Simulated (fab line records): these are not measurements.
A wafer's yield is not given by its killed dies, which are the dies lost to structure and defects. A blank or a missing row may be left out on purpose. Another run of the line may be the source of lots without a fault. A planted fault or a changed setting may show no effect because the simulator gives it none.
Which of the tools did it? -- flow gf180mcu -- 7 lots with 21 wafers sampled at 2 steps, on a route of 602 steps

WHAT THE GAUGES READ, wafer by wafer
GF_SALICIDE_RS_MEAS_04: measurement is done with a four-point probe.
lot,measured,on,SALICIDE_TIN_RS (ohm/sq)
L471,day 16 03:19,filmMetro-03,15.84 16.50 16.26
L473,day 17 14:28,filmMetro-02,16.73 16.80 16.71
L476,day 17 23:43,filmMetro-03,16.64 16.76 16.68
L482,day 20 13:04,filmMetro-03,16.65 16.76 16.47
L484,day 21 08:57,filmMetro-03,16.96 16.65 16.13
L486,day 21 21:36,filmMetro-04,16.44 15.83 16.63
L491,day 23 09:46,filmMetro-04,16.62 16.00 16.59

WHAT TOOL EACH LOT RAN ON (gives the tool, then ch and the chambers of the sampled wafers, and finally the start)
lot,GF_PSD_STRIP_10
L471,"plasmaAsher-04 ch 0,1, day 15 05:00"
L473,"plasmaAsher-04 ch 0,1, day 16 14:59"
L476,"plasmaAsher-04 ch 0, day 16 23:55"
L482,"plasmaAsher-01 ch 0,1, day 19 11:48"
L484,"plasmaAsher-01 ch 0,1, day 20 08:15"
L486,"plasmaAsher-02 ch 0,1, day 20 20:57"
L491,"plasmaAsher-04 ch 0,1, day 22 10:25"
- GF_PSD_STRIP_10: strips in O2/N2.

THE ANSWER, worked out from the rows above alone
Rule: the lots themselves supply what counts as usual. Put in order of their means at a reading, lots are off if they are a third of the lots or fewer, leave a main group of 4 or more, and stand apart from it by a gap of 3 or more times the standard deviation of the main group's means; of several such gaps the widest counts. Not used: any main group whose means are identical at the precision the tables above print for the reading. A lot without any number at a reading at which 4 lots or more have one is off too. All remaining lots with rows at the step are treated as sound.
No lot is off at any reading shown: from this, nothing can be told.

WHAT THE SIMULATOR HAD INSERTED
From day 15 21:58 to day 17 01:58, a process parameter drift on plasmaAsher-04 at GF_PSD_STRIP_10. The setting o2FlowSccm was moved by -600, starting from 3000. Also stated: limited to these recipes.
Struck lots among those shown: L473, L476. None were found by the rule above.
